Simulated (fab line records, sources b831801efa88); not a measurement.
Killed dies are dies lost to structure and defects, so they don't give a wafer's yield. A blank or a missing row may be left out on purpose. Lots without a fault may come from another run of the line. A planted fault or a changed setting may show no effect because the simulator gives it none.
Chamber matching | flow gf180mcu | GF_V5_CMP_26 on cmp-01: 4 sister chambers
The step polishes, stops on SiO2, t overpolish 15 s, target thk 0 nm. 4 wafers are shown with their chamber, then 12 later ones without.

WAFERS WITH THEIR CHAMBER
wafer  | chamber | motor_current_A (A)
L084.1 | 1       | 11.2
L087.1 | 2       | 10.5
L087.3 | 3       | 10.3
L087.5 | 0       | 10.5

WAFERS WITHOUT THEIR CHAMBER
wafer  | motor_current_A (A)
L088.1 | 11.4
L088.5 | 9.5
L088.6 | 9.9
L089.4 | 9.9
L089.5 | 10.4
L089.6 | 9.3
L095.1 | 11.4
L095.2 | 10.1
L095.3 | 9.9
L097.2 | 9.8
L097.3 | 11.1
L097.4 | 10.2

WHICH CHAMBER EACH WENT THROUGH
wafer  | from the rows above               | in truth
L088.1 | can't be placed: 1 or 0 or 2 or 3 | 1
L088.5 | can't be placed: 3 or 0 or 2 or 1 | 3
L088.6 | can't be placed: 3 or 0 or 2 or 1 | 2
L089.4 | can't be placed: 3 or 0 or 2 or 1 | 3
L089.5 | can't be placed: 0 or 2 or 3 or 1 | 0
L089.6 | can't be placed: 3 or 0 or 2 or 1 | 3
L095.1 | can't be placed: 1 or 0 or 2 or 3 | 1
L095.2 | can't be placed: 3 or 0 or 2 or 1 | 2
L095.3 | can't be placed: 3 or 0 or 2 or 1 | 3
L097.2 | can't be placed: 3 or 0 or 2 or 1 | 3
L097.3 | can't be placed: 1 or 0 or 2 or 3 | 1
L097.4 | can't be placed: 3 or 0 or 2 or 1 | 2
Placed correctly: 0 of 12. Can't be placed from these rows: 12 (the true chamber is among the candidates in 12). Placed wrongly: 0.
How it was worked out, from the rows above alone: a wafer's distance from a chamber is the root of the sum, over the readings, of the square of ((its reading less the chamber's mean) divided by the reading's scatter). The wafer belongs to the nearest chamber; if the next one is less than 2 further off, it can't be placed. A chamber's mean is the mean of its shown wafers. The scatter: with one shown wafer a chamber, the root of the mean of the squares of how far each hidden wafer lies from its nearest shown one.
